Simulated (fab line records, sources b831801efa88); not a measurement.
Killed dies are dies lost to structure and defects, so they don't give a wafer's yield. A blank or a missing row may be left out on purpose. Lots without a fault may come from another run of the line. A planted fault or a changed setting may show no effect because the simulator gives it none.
A struck lot beside a sound one | flow sky130 | 16 steps out of a route of 708
Sound: wafers L891.3, L891.4, L891.6. Struck: wafers L901.1, L901.3, L901.4. The cause comes at the end.
At each step with rows: each side's tool, then ch and its chambers, then its first start. Under that, the readings that differ: sound wafers | struck wafers | difference of the means | sigmas: that difference in standard deviations of wafers without a fault.
alike: readings whose means differ by less than 2 such deviations, and words and numbers that are the same on both sides. not compared: withheld readings, readings that some wafer has no value for, bounds like >300 that may hide the same value, and numbers for which the record gives no deviation and whose values overlap.
The two part at a step that has a row with sigmas, a row that says differs or no value, or rows on one side only. Numbers that don't overlap but have no deviation are shown without sigmas and don't part them. A reading that every wafer of one side lacks parts them only if that side has two wafers or more.

first, 5 steps without rows for these wafers: SKY_SONOS_TUNNEL_COAT_02 (resist thk 1140 nm); SKY_SONOS_TUNNEL_SOFTBAKE_03 (time 60 s); SKY_SONOS_TUNNEL_EXPOSE_04 (exposes mask TUNM, target cd 410 nm); SKY_SONOS_TUNNEL_PEB_05; SKY_SONOS_TUNNEL_DEVELOP_06 (develop time 60 s).
SKY_SONOS_TUNNEL_CD_MEAS_07: target cd 410 nm.
  sound on cd_sem-01, day 11 11:52; struck on cd_sem-02, day 14 16:38
  alike: cd_nm
SKY_SONOS_TUNNEL_OVL_MEAS_08:
  sound on overlay-01, day 11 11:58; struck on overlay-02, day 14 16:45
  alike: SONOS_TUNNEL_OVL
then, 3 steps without rows for these wafers: SKY_SONOS_TUNNEL_IMPLANT_09; SKY_SONOS_TUNNEL_WET_ETCH_10 (etches SiO2 in dHF, target depth 14 nm, time 280 s); SKY_SONOS_TUNNEL_STRIP_11 (strips in SPM, time 600 s).
SKY_SONOS_TUNNEL_TW_MEAS_12:
  sound on film_metro-04, day 11 12:26; struck on film_metro-03, day 14 17:14
  alike: SONOS_TUNNEL_TW
then, 1 step without rows for these wafers: SKY_SONOS_TUNNEL_CLEAN_13 (cleans in dHF, time 20 s).
SKY_SONOS_ONO_OXIDATION_00: stabilise 600 s, purge 300 s, target thk 2.6 nm.
  sound on furnace-01 ch 0, day 11 13:30; struck on furnace-01 ch 0, day 14 17:18
  reading                                          | sound                | struck               | difference | sigmas
  spike_tc_bottom_C (C)                            | 820.8 822.1 822.7    | 837.3 837.4 837.3    | +15.5      | +5
  spike_tc_centre_C (C)                            | 803.1 802.1 801.3    | 817.1 818.0 817.9    | +15.5      | +11
  spike_tc_lower_C (C)                             | 800.2 801.4 800.0    | 815.7 817.9 815.4    | +15.8      | +16
  spike_tc_top_C (C)                               | 812.9 812.7 814.0    | 828.2 827.0 827.2    | +14.3      | +12
  spike_tc_upper_C (C)                             | 801.6 801.2 800.9    | 818.1 817.7 817.9    | +16.7      | +14
  tube_center_temp_C (C)                           | 800.04 800.07 800.15 | 815.67 815.58 815.46 | +15.48     | +99 or more
  tube_center_temp_C_max                           | 802.1 802.2 802.2    | 817.5 817.8 817.2    | +15.3      | +49
  model.SiO2_of_SONOS_ONO_OXIDATION_00.thk_nm (nm) | 2.573 2.554 2.575    | 3.231 3.217 3.247    | +0.664     |
SKY_SONOS_ONO_THK_MEAS_01:
  sound on film_metro-02, day 11 14:52; struck on film_metro-04, day 14 18:39
  reading                      | sound          | struck         | difference | sigmas
  SONOS_ONO_OXIDATION_THK (nm) | 2.52 2.50 2.53 | 3.25 3.23 3.25 | +0.73      | +15
then, 1 step without rows for these wafers: SKY_SONOS_ONO_CVD_02 (deposits Si3N4 from DCS/NH3, target thk 10.5 nm, time 180 s).
-- the record jumps here: 34 days lie between the struck wafers' starts before and after (it left off in module SONOS_ONO and takes up again in module PAD_OPEN, whose first step shown is number 708 of the route) --
SKY_PAD_OPEN_PROBE_99:
  sound on prober-01, day 45 17:18; struck on prober-01, day 48 08:24
  reading                               | sound                   | struck                  | difference | sigmas
  model.etest.sonos_erased.drive_ua_um  | 185.9 187.8 194.7       | 66.84 101.1 54.42       | -115.35    |
  model.etest.sonos_erased.vt_v (V)     | -2.228 -2.287 -2.271    | -1.032 -1.339 -0.8385   | +1.192     |
  model.etest.cap_ono.gate_log10_a_cm2  | -8.105 -7.931 -7.948    | -8.441 -8.237 -8.443    | -0.379     |
  model.etest.cap_ono.tox_acc_nm (nm)   | 13.04 12.89 12.88       | 13.34 13.07 13.32       | +0.31      |
  model.etest.sonos_programmed.vt_v (V) | 1.387 1.442 1.421       | 1.273 1.373 1.319       | -0.095     |
  model.etest.sonos_baked.vt_less_v (V) | -0.4476 -0.5334 -0.4477 | -0.3039 -0.3585 -0.3456 | +0.1402    |
  alike: killed_at_M0_to_M3, killed_at_M4_up, killed_at_contacts, killed_at_front_end, killed_at_other, killed_dies, killed_on_rim, killed_open, killed_short
  not compared: model.etest.sonos_uncharged.r_on_ohm_um, model.etest.cap_ono.gate_bv_v

WHERE THEY PART
First at SKY_SONOS_ONO_OXIDATION_00; last, within this record, at SKY_SONOS_ONO_THK_MEAS_01. Later steps at which nothing parts them and some readings are alike: SKY_PAD_OPEN_PROBE_99.

WHY: what the simulator had put in
Process parameter drift: furnace-01, from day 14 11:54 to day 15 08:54, at SKY_SONOS_ONO_OXIDATION_00. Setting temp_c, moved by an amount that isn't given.
